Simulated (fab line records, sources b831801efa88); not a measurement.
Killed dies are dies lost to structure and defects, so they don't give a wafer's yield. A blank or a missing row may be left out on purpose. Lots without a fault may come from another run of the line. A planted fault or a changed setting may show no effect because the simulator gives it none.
Problem report in the 8D (eight disciplines) form, filled by code | flow gf180mcu | the parts of the form that need people (team, actions taken, sign-off) are left out

1. THE PROBLEM
chamber_pressure_pa at GF_TOP_METAL_SPUTTER_00 reads a mean of 1.917 Pa on 1 wafer of 1 lot; wafers without a fault read 2.000 Pa with a standard deviation of 0.0039. That is -21 standard deviations from the usual mean.
The step: material Ti, target thk 37.5 nm, time 150 s.
First seen on wafer L692.4, day 30 18:05, on pvd_sputter-01. The record holds 39 wafers of 13 lots with a number at this step. Rule for "out", or "out of limits": more than 4 standard deviations from the usual mean. The other wafers with a number count as sound.

2. WHAT IT IS AND WHAT IT IS NOT
question                    | is                  | is not
which readings at this step | chamber_pressure_pa | throttle_valve_pct
which lots                  | L692                | L681, L683, L684, L686, L690, L697, L699, L700, L701, L702, L703, L704
which wafers of those lots  | L692.4              | L692.2, L692.3
read on which tools         | pvd_sputter-01      | pvd_sputter-02, pvd_sputter-04
when                        | from day 30 18:05   | up to then (17 sound wafers); but 21 sound wafers of L697, L699, L700, L701, L702, L703, L704 came after

3. SUSPECTS, AND WHAT RULES EACH OUT
Counting: a tool at a process step up to the reading stays a suspect if it ran every lot that is out. Sound lots after the first of them don't rule it out here, since some wafers of a struck lot are sound.
- rie_diel-03 at GF_V5_ETCH_17 (etches SiO2 in C4F8/O2/Ar, stops on TiN, target depth 855 nm): kept. It ran the lot that is out, L692 (day 30 16:52); its last sound lot up to then is L686 (day 28 20:03). GF_V5_ETCH_17 gives no start for some lots, so the hours and the order of its lots are those of GF_V5_STRIP_18.
- plasma_asher-01 at GF_V5_STRIP_18 (strips in O2/N2): kept. It ran the lot that is out, L692 (day 30 16:52); its last sound lot up to then is L686 (day 28 20:03).
- pvd_sputter-01 at GF_TOP_METAL_SPUTTER_00 (material Ti, target thk 37.5 nm, time 150 s): kept. It ran the lot that is out, L692 (day 30 18:05); its last sound lot up to then is L684 (day 28 07:56). Its own readings are out on those wafers: chamber_pressure_pa.
- Within rie_diel-03 at GF_V5_ETCH_17: the wafers that are out ran in chamber 2; their sound lot-mates ran in chambers 0, 1.
- Within plasma_asher-01 at GF_V5_STRIP_18: the wafers that are out ran in chamber 0; their sound lot-mates ran in chamber 1.
Left after counting: rie_diel-03 at GF_V5_ETCH_17, plasma_asher-01 at GF_V5_STRIP_18, pvd_sputter-01 at GF_TOP_METAL_SPUTTER_00.

4. THE CAUSE (what the simulator had put in)
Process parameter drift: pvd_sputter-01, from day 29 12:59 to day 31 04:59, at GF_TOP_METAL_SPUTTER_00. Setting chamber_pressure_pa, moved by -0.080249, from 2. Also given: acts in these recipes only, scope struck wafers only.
Counting left 3 suspects, and this tool is among them.

5. THE CHAIN OF EFFECTS, in route order
Each row: a reading whose mean over the struck wafers that have a number lies more than 3 standard deviations from the usual. Only readings for which the record gives a usual standard deviation are gone through. hours: the time from each lot's start at the first step in this table that gives one to its start at this step, as a median over the lots. sigmas: the change in usual standard deviations.
hours | step                    | reading             | usual    | on struck wafers | change | sigmas
0     | GF_TOP_METAL_SPUTTER_00 | chamber_pressure_pa | 2.000 Pa | 1.917            | -0.083 | -21
The process steps in it:
- GF_TOP_METAL_SPUTTER_00: material Ti, target thk 37.5 nm, time 150 s.

6. WHAT WOULD HAVE CAUGHT IT SOONER
In this record the first reading out of limits was taken at day 30 18:05, 29 hours after the fault began at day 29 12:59.
